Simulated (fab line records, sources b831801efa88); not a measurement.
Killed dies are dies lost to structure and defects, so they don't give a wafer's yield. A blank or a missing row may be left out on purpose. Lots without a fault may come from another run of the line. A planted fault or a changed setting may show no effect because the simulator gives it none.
Which tool did it? | flow gf180mcu | 12 lots, 36 wafers sampled, at 3 steps of a route of 602

WHAT THE GAUGES READ, wafer by wafer
GF_V5_THK_MEAS_25: measures by xrf.
lot  | measured     | on            | V5_W_THK (nm)
L527 | day 27 07:17 | film_metro-04 | 348 354 350
L529 | day 27 23:31 | film_metro-02 | 359 355 358
L531 | day 28 17:06 | film_metro-03 | 362 365 359
L532 | day 28 23:10 | film_metro-04 | 347 347 345
L541 | day 31 10:08 | film_metro-02 | 352 346 344
L542 | day 31 16:41 | film_metro-03 | 353 348 349
L543 | day 32 02:56 | film_metro-03 | 357 357 352
L544 | day 32 03:39 | film_metro-04 | 349 350 348
L545 | day 32 14:22 | film_metro-02 | 358 351 356
L546 | day 32 20:52 | film_metro-03 | 357 358 354
L548 | day 33 03:25 | film_metro-02 | 354 354 356
L549 | day 33 07:43 | film_metro-04 | 344 345 343

WHICH TOOL RAN EACH LOT (tool, then ch and the chambers of the sampled wafers, then the start)
lot  | GF_M2_SPUTTER_04             | GF_V5_STRIP_18
L527 | pvd_sputter-04, day 18 06:05 | plasma_asher-01 ch 0,1, day 27 06:22
L529 | pvd_sputter-04, day 19 02:28 | plasma_asher-01 ch 0,1, day 27 22:32
L531 | pvd_sputter-04, day 19 23:10 | plasma_asher-01 ch 0,1, day 28 16:08
L532 | pvd_sputter-04, day 20 04:40 | plasma_asher-02 ch 1, day 28 22:16
L541 | pvd_sputter-02, day 23 09:20 | plasma_asher-04 ch 0,1, day 31 09:16
L542 | pvd_sputter-03, day 23 17:16 | plasma_asher-04 ch 1, day 31 15:49
L543 | pvd_sputter-03, day 24 05:07 | plasma_asher-02 ch 1, day 32 02:03
L544 | pvd_sputter-02, day 24 08:25 | plasma_asher-01 ch 0,1, day 32 02:46
L545 | pvd_sputter-04, day 24 20:40 | plasma_asher-01 ch 0,1, day 32 13:31
L546 | pvd_sputter-03, day 25 03:26 | plasma_asher-04 ch 0,1, day 32 20:00
L548 | pvd_sputter-03, day 25 12:19 | plasma_asher-02 ch 0,1, day 33 02:33
L549 | pvd_sputter-03, day 25 18:18 | plasma_asher-01 ch 0,1, day 33 06:48
- GF_M2_SPUTTER_04: material TiN, target thk 50 nm, time 41.7 s.
- GF_V5_STRIP_18: strips in O2/N2.

WHAT THE TOOLS THEMSELVES READ (means of the sampled wafers that have a number; where no wafer has one, the mark that the record gives instead)
GF_M2_SPUTTER_04.
lot  | tool           | cathode_dc_power_W (W) | throttle_valve_pct (%)
L527 | pvd_sputter-04 | 6500.6                 | 29.8
L529 | pvd_sputter-04 | 6499.6                 | 29.6
L531 | pvd_sputter-04 | 6500.6                 | 30.7
L532 | pvd_sputter-04 | 6500.6                 | 28.9
L541 | pvd_sputter-02 | 6500.8                 | 29.3
L542 | pvd_sputter-03 | 6500.3                 | 28.7
L543 | pvd_sputter-03 | 6498.9                 | 29.6
L544 | pvd_sputter-02 | 6500.1                 | 29.4
L545 | pvd_sputter-04 | 6500.5                 | 30.1
L546 | pvd_sputter-03 | 6501.4                 | 29.3
L548 | pvd_sputter-03 | 6499.8                 | 29.6
L549 | pvd_sputter-03 | 6498.9                 | 29.2

GF_V5_STRIP_18.
lot  | tool            | drypump_motor_current_A (A) | heater_power_w (W) | oes_product_au (a.u.)
L527 | plasma_asher-01 | 6.0                         | 311                | 0.568
L529 | plasma_asher-01 | 5.8                         | 310                | 0.569
L531 | plasma_asher-01 | 5.8                         | 312                | 0.565
L532 | plasma_asher-02 | 5.7                         | 310                | 0.573
L541 | plasma_asher-04 | 5.8                         | 328                | 0.570
L542 | plasma_asher-04 | 5.5                         | 282                | 0.570
L543 | plasma_asher-02 | 5.7                         | 310                | 0.560
L544 | plasma_asher-01 | 6.0                         | 303                | 0.566
L545 | plasma_asher-01 | 6.0                         | 305                | 0.564
L546 | plasma_asher-04 | 5.9                         | 322                | 0.567
L548 | plasma_asher-02 | 6.0                         | 320                | 0.564
L549 | plasma_asher-01 | 6.0                         | 301                | 0.565

THE ANSWER, worked out from the rows above alone
Rule: what is usual is taken from the lots themselves. Put in order of their means at a reading, lots are off if they are a third of the lots or fewer, leave a main group of 4 or more, and stand apart from it by a gap of 3 or more times the standard deviation of the main group's means; of several such gaps the widest counts. A main group whose means are all the same, to the digits that the tables above print for the reading, isn't used. A lot without any number at a reading at which 4 lots or more have one is off too. The other lots that the step has rows for count as sound. The gauges are gone through in route order, then the tools' own readings, and for those a lot's mean is taken as printed above. The first step at which some lot is off is used, and at that step the reading that is off furthest; a lot without a number counts as furthest.
No lot is off at any reading shown: from this, nothing can be told.

WHAT THE SIMULATOR HAD PUT IN
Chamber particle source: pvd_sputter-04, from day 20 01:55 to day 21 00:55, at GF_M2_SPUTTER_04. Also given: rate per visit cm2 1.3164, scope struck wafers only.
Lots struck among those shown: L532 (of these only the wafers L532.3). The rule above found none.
